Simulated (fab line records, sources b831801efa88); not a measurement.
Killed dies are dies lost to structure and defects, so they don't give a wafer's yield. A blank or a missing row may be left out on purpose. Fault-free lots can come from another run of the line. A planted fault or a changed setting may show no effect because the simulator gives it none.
2 desks looking at one fault | flow sky130 | only its own numbers are on each desk; what lay behind them is given at the end

TOOL OWNER'S DESK, litho-track-01
The tool's own readings at SKY_POLY_CUT_COAT_02 (resist thk 60 nm): means of the sampled wafers that have a number, for each lot that ran on this tool. A lot is out of limits, marked OUT, if its mean lies more than 4 standard deviations from the usual mean; the brackets give that distance.
Columns: A = spin-speed-rpm at SKY_POLY_CUT_COAT_02, usual 3000.1 rpm
lot  | first seen here | A
L607 | day 23 17:44    | 3001.0
L610 | day 24 17:14    | 3001.7
L613 | day 25 19:26    | 2998.9
L615 | day 26 17:05    | 2999.0
L623 | day 29 09:29    | 3049.5 (+22) OUT
L624 | day 29 17:29    | 3049.5 (+22) OUT
This desk's verdict: out of limits on L623, L624, starting with L623 at day 29 09:29 (spin-speed-rpm at SKY_POLY_CUT_COAT_02). In limits: L607, L610, L613, L615.

FROM THE METROLOGY DESK
Means of the sampled wafers that have a number, per lot and without regard to the tool the lot ran on: this is what the gauges read. A lot is out of limits, marked OUT, if its mean lies more than 4 standard deviations from the usual mean; the brackets give that distance.
Columns: A = GATE_OXIDE_TW at SKY_GATE_OXIDE_TW_MEAS_14, usual 225; B = SD_P_RS at SKY_SD_N_RS_MEAS_17, usual 147.2 ohm/sq
lot  | first seen here | A   | B
L607 | day 13 22:46    | 223 | 147.1
L608 | day 14 03:05    | 228 | 147.4
L609 | day 14 13:37    | 221 | 147.1
L610 | day 14 19:56    | 228 | 147.4
L611 | day 15 05:04    | 221 | 147.7
L612 | day 15 10:28    | 222 | 147.5
L613 | day 15 19:48    | 221 | 146.8
L615 | day 16 11:56    | 225 | 147.1
L620 | day 18 05:41    | 223 | 146.8
L623 | day 19 13:21    | 225 | 146.5
L624 | day 20 03:41    | 221 | 147.4
L629 | day 21 14:50    | 224 | 147.1
L630 | day 21 18:24    | 221 | 147.7
Finding of this desk: none of the 13 lots has anything out of limits.

TAKEN TOGETHER
At day 29 09:29, on L623, L624, the tool owner's desk was in a position to raise an alarm.
Metrology desk: nothing out of limits seen.
The metrology desk has L623, L624 on record, within its limits.
The lots listed all ran SKY_POLY_CUT_COAT_02 on litho-track-01.

WHAT THE SIMULATOR HAD PUT IN
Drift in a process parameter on litho-track-01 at SKY_POLY_CUT_COAT_02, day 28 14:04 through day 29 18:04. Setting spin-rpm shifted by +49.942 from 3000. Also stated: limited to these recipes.
Shown lots that were struck: L623, L624.
How many hours passed from the start of the fault until each desk's first out-of-limits reading: the tool owner's desk, 19.
